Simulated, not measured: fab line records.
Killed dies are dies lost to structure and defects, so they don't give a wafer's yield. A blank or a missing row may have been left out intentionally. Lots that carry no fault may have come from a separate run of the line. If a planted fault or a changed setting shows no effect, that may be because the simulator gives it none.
A struck lot beside a sound one + flow sky130 + 22 steps out of a route of 708
Sound: these wafers, L906.2, L906.3, L906.6. Struck: wafer L922.2 (left out: L922.1, L922.5 of the same lot, which were not struck); the cause appears at the end.
Order at every step that has rows: each side's tool, ch and its chambers, its first start. Under that, the readings that differ: sound wafers + struck wafers + difference of the means + sigmas: that difference in standard deviations of wafers without a fault.
alike: readings with means less than 2 such deviations apart, plus words and numbers identical on both sides. not compared: withheld readings, readings lacking a value on some wafer, bounds such as >300 that could conceal the same value, and numbers that have no deviation in the record and whose values overlap.
A row with sigmas, a row that says differs or no value, or rows on one side alone: a step with any of these is where the two part. Non-overlapping numbers with no deviation appear without sigmas and do not part them. A reading that every wafer of one side lacks parts them only if that side has two wafers or more.

first, 1 step without rows for these wafers: SKY_CAPM_DEVELOP_11 (develop time 60 s).
SKY_CAPM_OVL_MEAS_12:
  sound: overlay-01 at day 37 14:25; struck: overlay-01 at day 42 08:11
  alike: CAPM_OVL
SKY_CAPM_METAL_ETCH_13: etches TiN in Cl2/BCl3, stops on SiO2, target depth 220 nm, time 62.9 s.
  sound on rie metal-02 ch 0,1, day 37 14:26; struck on rie metal-02 ch 1, day 42 08:13
| reading               | sound             | struck | difference | sigmas |
|-----------------------|-------------------|--------|------------|--------|
| oes product au (a.u.) | 0.955 0.938 0.938 | 0.965  | +0.021     | +2     |
  alike: bias w, drypump motor current A, throttle valve pct
  not compared: rf hours counter h
SKY_CAPM_STRIP_14: strips in O2/N2.
  sound on plasma asher-04 ch 0,1, day 37 14:31; struck on plasma asher-02 ch 1, day 42 08:18
| reading               | sound             | struck | difference | sigmas |
|-----------------------|-------------------|--------|------------|--------|
| oes product au (a.u.) | 0.709 0.717 0.716 | 0.704  | -0.010     | -2     |
  alike: drypump motor current A, strip time to endpoint s
  not compared: rf hours counter h
then, 8 steps without rows for these wafers: SKY_CAPM_STRIP_15 (strips in post etch residue remover, time 1200 s); SKY_CAPM_CLEAN_16 (cleans in IPA, time 180 s); SKY_CAPM_CLEAN_17 (cleans in O3/DIW); SKY_METAL3_DEHYDRATE_05 (time 60 s); SKY_METAL3_HMDS_06 (prime time 60 s); SKY_METAL3_COAT_07 (resist thk 60 nm); SKY_METAL3_COAT_08 (resist thk 1140 nm); SKY_METAL3_SOFTBAKE_09 (time 90 s).
SKY_METAL3_EXPOSE_10: exposes mask MM3, target cd 300 nm.
  sound on krf scanner-01 ch 0, day 38 04:25; struck on krf scanner-01 ch 0, day 42 20:55
  alike: mask, reticle temp C
then, 2 steps without rows for these wafers: SKY_METAL3_PEB_11; SKY_METAL3_DEVELOP_12 (develop time 60 s).
SKY_METAL3_CD_MEAS_13: target cd 300 nm.
  sound: cd sem-01 at day 38 15:59; struck: cd sem-01 at day 43 07:47
| reading    | sound             | struck | difference | sigmas |
|------------|-------------------|--------|------------|--------|
| cd nm (nm) | 301.0 300.0 301.2 | 242.1  | -58.6      | -42    |
SKY_METAL3_OVL_MEAS_14:
  sound: overlay-02 at day 38 16:05; struck: overlay-01 at day 43 07:55
  alike: METAL3_OVL
SKY_METAL3_DESCUM_15: chemistry O2, time 8 s.
  sound on rie metal-04 ch 1, day 38 16:07; struck on rie metal-01 ch 1, day 43 07:56
| reading                 | sound             | struck | difference                   | sigmas |
|-------------------------|-------------------|--------|------------------------------|--------|
| rf hours counter h (h)  | - - -             | 9      | no value on the sound wafers |        |
| model.METAL3.cd nm (nm) | 300.8 299.4 300.9 | 241.8  | -58.6                        |        |
  alike: drypump motor current A, oes product au
SKY_METAL3_ETCH_16: etches BARC in N2/H2, stops on SiO2, time 88.2 s, target depth 60 nm.
  sound on rie metal-04 ch 1, day 38 16:13; struck on rie metal-01 ch 1, day 43 07:59
| reading                | sound                | struck | difference                   | sigmas |
|------------------------|----------------------|--------|------------------------------|--------|
| rf hours counter h (h) | - - -                | 9      | no value on the sound wafers |        |
| throttle valve pct (%) | 13.213 13.218 13.192 | 13.189 | -0.019                       | -2     |
  alike: bias w, drypump motor current A, oes product au
SKY_METAL3_ETCH_17: etches SiO2 in C4F8/O2/Ar, stops on TiN, time 3.9 s, target depth 15 nm.
  sound on rie diel-01 ch 1,3, day 38 16:22; struck on rie diel-01 ch 1, day 43 08:05
  alike: bias w, oes product au
  not compared: rf hours counter h
SKY_METAL3_METAL_ETCH_18: etches the open film in Cl2/BCl3, stops on SiO2, target depth 845 nm, time 183.1 s.
  sound on rie metal-01 ch 0, day 38 16:23; struck on rie metal-04 ch 1, day 43 08:05
| reading                 | sound             | struck | difference | sigmas |
|-------------------------|-------------------|--------|------------|--------|
| model.METAL3.cd nm (nm) | 301.6 301.6 306.2 | 237.6  | -65.5      |        |
  alike: bias w, drypump motor current A, oes product au, throttle valve pct
  not compared: rf hours counter h
SKY_METAL3_STRIP_19: strips in O2/N2.
  sound on plasma asher-01 ch 0,1, day 38 16:34; struck on plasma asher-01 ch 0, day 43 08:16
| reading                      | sound          | struck | difference | sigmas |
|------------------------------|----------------|--------|------------|--------|
| strip time to endpoint s (s) | 6.81 6.76 6.78 | 6.55   | -0.23      | -2     |
  alike: drypump motor current A, oes product au
  not compared: rf hours counter h

## WHERE THEY PART
Last at SKY_METAL3_STRIP_19 as far as this record goes, first at SKY_CAPM_METAL_ETCH_13.

WHY: what the simulator had put in
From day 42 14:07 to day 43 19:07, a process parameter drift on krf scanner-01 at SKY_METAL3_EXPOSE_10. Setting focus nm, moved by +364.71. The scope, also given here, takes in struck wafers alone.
